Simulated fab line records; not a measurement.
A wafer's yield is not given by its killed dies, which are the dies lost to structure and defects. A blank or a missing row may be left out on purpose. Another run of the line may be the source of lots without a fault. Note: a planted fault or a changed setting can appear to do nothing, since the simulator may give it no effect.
What tool caused it? -- flow gf180mcu -- 24 lots, 72 wafers sampled, at 5 steps of a route of 602

## WHAT EACH GAUGE READ, for each wafer
GF_STI_CD_MEAS_12: target cd 220 nm. Usual: 219.6 nm for cdNm, sd 1.3.
lot,measured,on,cdNm (nm),flag
L074,day 2 01:08,cdSem-01,219.8 219.6 220.1,
L075,day 2 06:28,cdSem-01,219.6 219.8 220.0,
L076,day 2 11:16,cdSem-01,220.5 220.7 219.4,
L077,day 2 17:01,cdSem-01,220.0 221.5 220.2,
L078,day 2 22:05,cdSem-02,218.4 218.7 218.0,
L079,day 3 04:19,cdSem-02,219.6 219.8 220.1,
L080,day 3 08:35,cdSem-02,221.1 219.8 220.5,
L081,day 3 13:22,cdSem-02,218.5 218.3 218.5,
L082,day 3 18:49,cdSem-02,218.2 217.4 216.7,
L083,day 3 23:26,cdSem-02,218.6 219.3 220.8,
L084,day 4 04:00,cdSem-02,219.5 218.8 218.7,
L085,day 4 10:26,cdSem-02,219.4 219.6 219.6,
L086,day 4 14:46,cdSem-02,220.2 218.6 220.3,
L087,day 4 20:17,cdSem-02,218.3 219.2 218.7,
L088,day 5 02:13,cdSem-01,219.8 219.8 220.3,
L089,day 5 06:53,cdSem-02,221.3 221.5 221.1,
L090,day 5 13:21,cdSem-01,221.3 221.4 220.5,
L091,day 5 16:55,cdSem-01,222.0 220.7 220.9,
L092,day 6 02:52,cdSem-02,220.2 218.8 219.9,
L093,day 6 05:52,cdSem-01,222.8 221.8 221.3,
L094,day 6 10:02,cdSem-01,218.9 218.7 218.7,
L095,day 6 13:08,cdSem-01,220.1 220.0 221.1,
L096,day 6 18:40,cdSem-02,218.1 217.5 218.3,
L097,day 6 23:47,cdSem-02,216.9 217.4 217.6,

GF_NWELL_TW_MEAS_11. Usual: for NWELL_TW the level is 1584 and the standard deviation is 20.
lot,measured,on,NWELL_TW,flag
L074,day 3 07:19,filmMetro-01,1560 1567 1570,
L075,day 3 13:28,filmMetro-04,1588 1584 1590,
L076,day 3 18:46,filmMetro-03,1609 1612 1613,
L077,day 4 02:01,filmMetro-04,1600 1594 1591,
L078,day 4 04:13,filmMetro-03,1596 1603 1600,
L079,day 4 12:01,filmMetro-04,1596 1593 1593,
L080,day 4 17:07,filmMetro-03,1604 1598 1589,
L081,day 4 21:16,filmMetro-01,1550 1550 1545,
L082,day 5 03:43,filmMetro-01,1548 1554 1555,
L083,day 5 09:52,filmMetro-04,1576 1576 1577,
L084,day 5 12:41,filmMetro-01,1552 1562 1562,
L085,day 5 19:57,filmMetro-01,1553 1566 1564,
L086,day 6 02:26,filmMetro-03,1609 1598 1594,
L087,day 6 12:16,filmMetro-01,1564 1558 1559,
L088,day 6 20:46,filmMetro-04,1593 1591 1598,
L089,day 6 23:34,filmMetro-03,1610 1596 1599,
L090,day 7 03:31,filmMetro-04,1573 1590 1589,
L091,day 7 05:07,filmMetro-01,1555 1553 1550,
L092,day 7 14:49,filmMetro-04,1589 1579 1590,
L093,day 7 20:04,filmMetro-03,1603 1598 1603,
L094,day 7 23:37,filmMetro-03,1606 1608 1604,
L095,day 8 01:27,filmMetro-04,1591 1590 1588,
L096,day 8 07:37,filmMetro-03,1592 1593 1596,
L097,day 8 13:55,filmMetro-03,1593 1591 1590,

GF_V4_RS_MEAS_24: the measuring method here is four-point-probe. Usual: for V4_W_RS the level is 0.327 ohm/sq and the standard deviation is 0.005.
lot,measured,on,V4_W_RS (ohm/sq),flag
L074,day 24 11:30,filmMetro-04,0.335 0.330 0.333,
L075,day 24 19:39,filmMetro-04,0.329 0.327 0.329,
L076,day 25 00:06,filmMetro-01,0.318 0.332 0.324,
L077,day 25 11:29,filmMetro-01,0.326 0.324 0.314,
L078,day 25 17:02,filmMetro-01,0.329 0.326 0.324,
L079,day 26 03:19,filmMetro-01,0.331 0.327 0.333,
L080,day 26 16:30,filmMetro-01,0.330 0.329 0.330,
L081,day 26 20:01,filmMetro-03,0.326 0.331 0.318,
L082,day 27 04:06,filmMetro-01,0.331 0.334 0.334,
L083,day 27 10:41,filmMetro-04,0.325 0.322 0.326,
L084,day 27 21:19,filmMetro-01,0.332 0.328 0.327,
L085,day 28 02:55,filmMetro-01,0.331 0.328 0.332,
L086,day 28 14:02,filmMetro-04,0.316 0.324 0.315,
L087,day 29 01:17,filmMetro-04,0.328 0.332 0.330,
L088,day 29 11:08,filmMetro-01,0.331 0.322 0.326,
L089,day 29 13:43,filmMetro-01,0.327 0.329 0.332,
L090,day 29 18:28,filmMetro-04,0.330 0.318 0.326,
L091,day 29 21:50,filmMetro-01,0.326 0.324 0.333,
L092,day 30 08:12,filmMetro-01,0.321 0.325 0.322,
L093,day 30 11:11,filmMetro-01,0.332 0.334 0.322,
L094,day 30 18:19,filmMetro-03,0.326 0.327 0.330,
L095,day 30 22:41,filmMetro-01,0.323 0.326 0.325,
L096,day 30 23:31,filmMetro-01,0.324 0.327 0.325,
L097,day 31 09:16,filmMetro-01,0.323 0.328 0.325,

GF_PASSIVATION_THK_MEAS_01. Usual: for PASSIVATION_CVD_00_THK the level is 1003 nm and the standard deviation is 12.
lot,measured,on,PASSIVATION_CVD_00_THK (nm),flag
L074,day 28 04:20,filmMetro-03,982 1008 986,
L075,day 28 12:36,filmMetro-03,992 979 1003,
L076,day 28 15:04,filmMetro-01,998 993 1008,
L077,day 29 01:48,filmMetro-01,990 1007 1014,
L078,day 29 07:17,filmMetro-01,995 1006 1006,
L079,day 29 16:33,filmMetro-04,996 988 1001,
L080,day 30 04:12,filmMetro-03,986 1000 1011,
L081,day 30 07:26,filmMetro-01,1003 993 1005,
L082,day 30 15:10,filmMetro-04,1016 1000 1015,
L083,day 30 19:33,filmMetro-01,990 982 1003,
L084,day 31 05:50,filmMetro-03,996 1019 1015,
L085,day 31 10:17,filmMetro-03,994 1006 1007,
L086,day 31 20:35,filmMetro-03,1006 1003 1010,
L087,day 32 06:55,filmMetro-01,1007 1009 1012,
L088,day 32 14:16,filmMetro-04,992 995 1007,
L089,day 32 17:46,filmMetro-01,992 997 1007,
L090,day 32 22:29,filmMetro-03,998 1017 1014,
L091,day 33 00:47,filmMetro-03,992 990 1001,
L092,day 33 08:31,filmMetro-04,1012 1010 1037,
L093,day 33 12:16,filmMetro-01,983 1002 1001,
L094,day 33 19:00,filmMetro-01,996 1004 1009,
L095,day 33 23:07,filmMetro-01,1010 1011 1013,
L096,day 33 23:33,filmMetro-04,1001 998 1023,
L097,day 34 05:56,filmMetro-01,996 1006 1009,

## TOOL THAT RAN EACH LOT (tool first, then ch and the chambers of the sampled wafers, then the start)
lot,GF_V3_SPUTTER_21
L074,"pvdSputter-03, day 22 10:30"
L075,"pvdSputter-01, day 22 19:29"
L076,"pvdSputter-01, day 23 00:10"
L077,"pvdSputter-03, day 23 12:37"
L078,"pvdSputter-01, day 23 17:35"
L079,"pvdSputter-03, day 24 04:26"
L080,"pvdSputter-03, day 24 18:13"
L081,"pvdSputter-01, day 24 22:10"
L082,"pvdSputter-02, day 25 06:57"
L083,"pvdSputter-02, day 25 13:16"
L084,"pvdSputter-01, day 26 00:54"
L085,"pvdSputter-02, day 26 06:36"
L086,"pvdSputter-03, day 26 18:23"
L087,"pvdSputter-01, day 27 06:07"
L088,"pvdSputter-03, day 27 15:58"
L089,"pvdSputter-02, day 27 19:54"
L090,"pvdSputter-02, day 28 00:35"
L091,"pvdSputter-02, day 28 03:46"
L092,"pvdSputter-01, day 28 14:57"
L093,"pvdSputter-02, day 28 18:11"
L094,"pvdSputter-01, day 29 02:47"
L095,"pvdSputter-03, day 29 06:29"
L096,"pvdSputter-02, day 29 07:22"
L097,"pvdSputter-02, day 29 17:22"
- GF_V3_SPUTTER_21: material Ti, target thk 15 nm, time 80.02 s.

## AS READ BY THE TOOLS THEMSELVES (means over the sampled wafers that have a number; for cases with no such wafer, the mark the record gives instead)
GF_V3_SPUTTER_21. Usual: 30.7 % for throttleValvePct, sd 0.8.
lot,tool,throttleValvePct (%),flag
L074,pvdSputter-03,30.4,
L075,pvdSputter-01,30.4,
L076,pvdSputter-01,30.6,
L077,pvdSputter-03,30.3,
L078,pvdSputter-01,30.3,
L079,pvdSputter-03,30.7,
L080,pvdSputter-03,30.7,
L081,pvdSputter-01,30.7,
L082,pvdSputter-02,31.5,
L083,pvdSputter-02,30.5,
L084,pvdSputter-01,30.9,
L085,pvdSputter-02,30.2,
L086,pvdSputter-03,30.6,
L087,pvdSputter-01,30.6,
L088,pvdSputter-03,30.6,
L089,pvdSputter-02,30.5,
L090,pvdSputter-02,31.0,
L091,pvdSputter-02,31.1,
L092,pvdSputter-01,31.5,
L093,pvdSputter-02,29.3,
L094,pvdSputter-01,30.8,
L095,pvdSputter-03,30.8,
L096,pvdSputter-02,30.9,
L097,pvdSputter-02,30.9,

## THE ANSWER, worked out from the rows above alone
Rule: a lot is off if the mean of its wafers that have a number lies more than 3 standard deviations from the usual mean. A lot without any number at a reading at which 4 lots or more have one is off too. Any other lot the step has rows for is counted as sound. Order of review: gauges by route order, followed by the tools' own readings, for which a lot's mean as printed above is used. The first step at which some lot is off is used, and at that step the reading that is off furthest; a lot without a number counts as furthest.
Across all readings shown, no lot is off: no conclusion can be drawn from this.

## WHAT THE SIMULATOR PUT IN
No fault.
